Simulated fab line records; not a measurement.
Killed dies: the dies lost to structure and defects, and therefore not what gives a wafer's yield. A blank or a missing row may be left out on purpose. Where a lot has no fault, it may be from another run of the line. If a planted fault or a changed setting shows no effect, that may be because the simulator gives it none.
Which tool was responsible? :: flow sfq line :: Sampling: 14 lots, 42 wafers, 2 of 325 route steps

== WHAT THE GAUGES SHOWED, per wafer ==
No reading from a measuring or inspecting step in the record can be judged against a usual standard deviation.

== TOOL THAT RAN EACH LOT (tool first, then ch and the chambers of the sampled wafers, then the start) ==
lot: L387
SFQ_TRILAYER_A5C_DEP_PECVD_142: pecvd-01 ch 0,2, day 58 22:35
SFQ_TRILAYER_C5_ETCH_VIA_ETCH_154: rie diel-02 ch 2,3, day 69 19:32

lot: L391
SFQ_TRILAYER_A5C_DEP_PECVD_142: pecvd-02 ch 2, day 59 09:23
SFQ_TRILAYER_C5_ETCH_VIA_ETCH_154: rie diel-04 ch 0,2, day 70 07:39

lot: L392
SFQ_TRILAYER_A5C_DEP_PECVD_142: pecvd-01 ch 0,1, day 59 11:47
SFQ_TRILAYER_C5_ETCH_VIA_ETCH_154: rie diel-04 ch 1,2,3, day 70 10:11

lot: L393
SFQ_TRILAYER_A5C_DEP_PECVD_142: pecvd-02 ch 1, day 59 15:23
SFQ_TRILAYER_C5_ETCH_VIA_ETCH_154: rie diel-03 ch 0,1, day 70 14:59

lot: L395
SFQ_TRILAYER_A5C_DEP_PECVD_142: pecvd-02 ch 1,2, day 60 14:31
SFQ_TRILAYER_C5_ETCH_VIA_ETCH_154: rie diel-04 ch 2,3, day 71 03:39

lot: L399
SFQ_TRILAYER_A5C_DEP_PECVD_142: pecvd-04 ch 1,2, day 62 02:10
SFQ_TRILAYER_C5_ETCH_VIA_ETCH_154: rie diel-03 ch 0,1, day 72 05:36

lot: L400
SFQ_TRILAYER_A5C_DEP_PECVD_142: pecvd-01 ch 0,1,2, day 62 06:14
SFQ_TRILAYER_C5_ETCH_VIA_ETCH_154: rie diel-04 ch 1,2,3, day 72 08:00

lot: L401
SFQ_TRILAYER_A5C_DEP_PECVD_142: pecvd-02 ch 0,2, day 63 20:26
SFQ_TRILAYER_C5_ETCH_VIA_ETCH_154: rie diel-02 ch 0,1,3, day 72 18:55

lot: L402
SFQ_TRILAYER_A5C_DEP_PECVD_142: pecvd-01 ch 0,1,2, day 64 01:14
SFQ_TRILAYER_C5_ETCH_VIA_ETCH_154: rie diel-03 ch 0,1,3, day 73 03:25

lot: L403
SFQ_TRILAYER_A5C_DEP_PECVD_142: pecvd-02 ch 0,1, day 64 08:47
SFQ_TRILAYER_C5_ETCH_VIA_ETCH_154: rie diel-03 ch 0,1,3, day 73 08:13

lot: L404
SFQ_TRILAYER_A5C_DEP_PECVD_142: pecvd-04 ch 0,1,2, day 64 09:53
SFQ_TRILAYER_C5_ETCH_VIA_ETCH_154: rie diel-04 ch 0,3, day 73 09:25

lot: L406
SFQ_TRILAYER_A5C_DEP_PECVD_142: pecvd-02 ch 1,2, day 64 15:28
SFQ_TRILAYER_C5_ETCH_VIA_ETCH_154: rie diel-04 ch 0,2, day 73 16:37

lot: L407
SFQ_TRILAYER_A5C_DEP_PECVD_142: pecvd-04 ch 0,2, day 64 22:27
SFQ_TRILAYER_C5_ETCH_VIA_ETCH_154: rie diel-02 ch 0,2,3, day 73 22:45

lot: L408
SFQ_TRILAYER_A5C_DEP_PECVD_142: pecvd-02 ch 1,2, day 65 00:52
SFQ_TRILAYER_C5_ETCH_VIA_ETCH_154: rie diel-03 ch 1,2,3, day 74 02:21
- SFQ_TRILAYER_A5C_DEP_PECVD_142: deposits SiO2 from SiH4/N2O, time 15.556 s, target thk 70 nm.
- SFQ_TRILAYER_C5_ETCH_VIA_ETCH_154: etches SiO2 in CHF3, stops on Nb, target depth 84 nm.

== WHAT THE TOOLS THEMSELVES READ (means of the sampled wafers that have a number; where no wafer has one, the mark that the record gives instead) ==
SFQ_TRILAYER_A5C_DEP_PECVD_142.
lot: L387
tool: pecvd-01
heater power w (W): 81
showerhead vpp V (V): 805
throttle valve pct (%): 24.6

lot: L391
tool: pecvd-02
heater power w (W): 68
showerhead vpp V (V): 835
throttle valve pct (%): 23.6

lot: L392
tool: pecvd-01
heater power w (W): 76
showerhead vpp V (V): 839
throttle valve pct (%): 24.3

lot: L393
tool: pecvd-02
heater power w (W): 97
showerhead vpp V (V): 858
throttle valve pct (%): 23.9

lot: L395
tool: pecvd-02
heater power w (W): 83
showerhead vpp V (V): 838
throttle valve pct (%): 23.8

lot: L399
tool: pecvd-04
heater power w (W): 85
showerhead vpp V (V): 847
throttle valve pct (%): 25.2

lot: L400
tool: pecvd-01
heater power w (W): 85
showerhead vpp V (V): 839
throttle valve pct (%): 24.4

lot: L401
tool: pecvd-02
heater power w (W): 93
showerhead vpp V (V): 807
throttle valve pct (%): 24.0

lot: L402
tool: pecvd-01
heater power w (W): 83
showerhead vpp V (V): 835
throttle valve pct (%): 24.5

lot: L403
tool: pecvd-02
heater power w (W): 91
showerhead vpp V (V): 842
throttle valve pct (%): 24.2

lot: L404
tool: pecvd-04
heater power w (W): 93
showerhead vpp V (V): 824
throttle valve pct (%): 24.6

lot: L406
tool: pecvd-02
heater power w (W): 85
showerhead vpp V (V): 840
throttle valve pct (%): 24.0

lot: L407
tool: pecvd-04
heater power w (W): 90
showerhead vpp V (V): 870
throttle valve pct (%): 25.4

lot: L408
tool: pecvd-02
heater power w (W): 89
showerhead vpp V (V): 860
throttle valve pct (%): 24.1

SFQ_TRILAYER_C5_ETCH_VIA_ETCH_154.
lot: L387
tool: rie diel-02
bias w (W): 80.13
drypump motor current A (A): 6.1
oes product au (a.u.): 0.897

lot: L391
tool: rie diel-04
bias w (W): 79.96
drypump motor current A (A): 5.1
oes product au (a.u.): 0.903

lot: L392
tool: rie diel-04
bias w (W): 80.12
drypump motor current A (A): 5.4
oes product au (a.u.): 0.904

lot: L393
tool: rie diel-03
bias w (W): 80.10
drypump motor current A (A): 6.6
oes product au (a.u.): 0.929

lot: L395
tool: rie diel-04
bias w (W): 80.01
drypump motor current A (A): 5.4
oes product au (a.u.): 0.921

lot: L399
tool: rie diel-03
bias w (W): 79.95
drypump motor current A (A): 6.6
oes product au (a.u.): 0.900

lot: L400
tool: rie diel-04
bias w (W): 80.02
drypump motor current A (A): 5.4
oes product au (a.u.): 0.889

lot: L401
tool: rie diel-02
bias w (W): 80.04
drypump motor current A (A): 5.5
oes product au (a.u.): 0.891

lot: L402
tool: rie diel-03
bias w (W): 79.98
drypump motor current A (A): 6.2
oes product au (a.u.): 0.904

lot: L403
tool: rie diel-03
bias w (W): 79.98
drypump motor current A (A): 6.2
oes product au (a.u.): 0.897

lot: L404
tool: rie diel-04
bias w (W): 79.76
drypump motor current A (A): 5.7
oes product au (a.u.): 0.896

lot: L406
tool: rie diel-04
bias w (W): 80.04
drypump motor current A (A): 5.1
oes product au (a.u.): 0.889

lot: L407
tool: rie diel-02
bias w (W): 80.05
drypump motor current A (A): 6.0
oes product au (a.u.): 0.900

lot: L408
tool: rie diel-03
bias w (W): 80.23
drypump motor current A (A): 6.3
oes product au (a.u.): 0.893

== THE ANSWER, worked out from the rows above alone ==
Rule: what is usual is taken from the lots themselves. Put in order of their means at a reading, lots are off if they are a third of the lots or fewer, leave a main group of 4 or more, and stand apart from it by a gap of 3 or more times the standard deviation of the main group's means; of several such gaps the widest counts. The tables above print the reading to a certain number of digits; a main group whose means all agree to those digits is not used. A lot without any number at a reading at which 4 lots or more have one is off too. The other lots that the step has rows for count as sound. Order of review: gauges by route order, followed by the tools' own readings, for which a lot's mean as printed above is used. The first step at which some lot is off is used, and at that step the reading that is off furthest; a lot without a number counts as furthest.
Off: L393, L395 (SFQ_TRILAYER_C5_ETCH_VIA_ETCH_154, oes product au). The main group has a mean of 0.897 a.u. with a standard deviation of 0.0053.
If a tool, at that step or one of the process steps before it, ran each lot that is off and ran no sound lot following the first of them, it fits. Of those tried, none fits.

== WHAT WAS PUT IN BY THE SIMULATOR ==
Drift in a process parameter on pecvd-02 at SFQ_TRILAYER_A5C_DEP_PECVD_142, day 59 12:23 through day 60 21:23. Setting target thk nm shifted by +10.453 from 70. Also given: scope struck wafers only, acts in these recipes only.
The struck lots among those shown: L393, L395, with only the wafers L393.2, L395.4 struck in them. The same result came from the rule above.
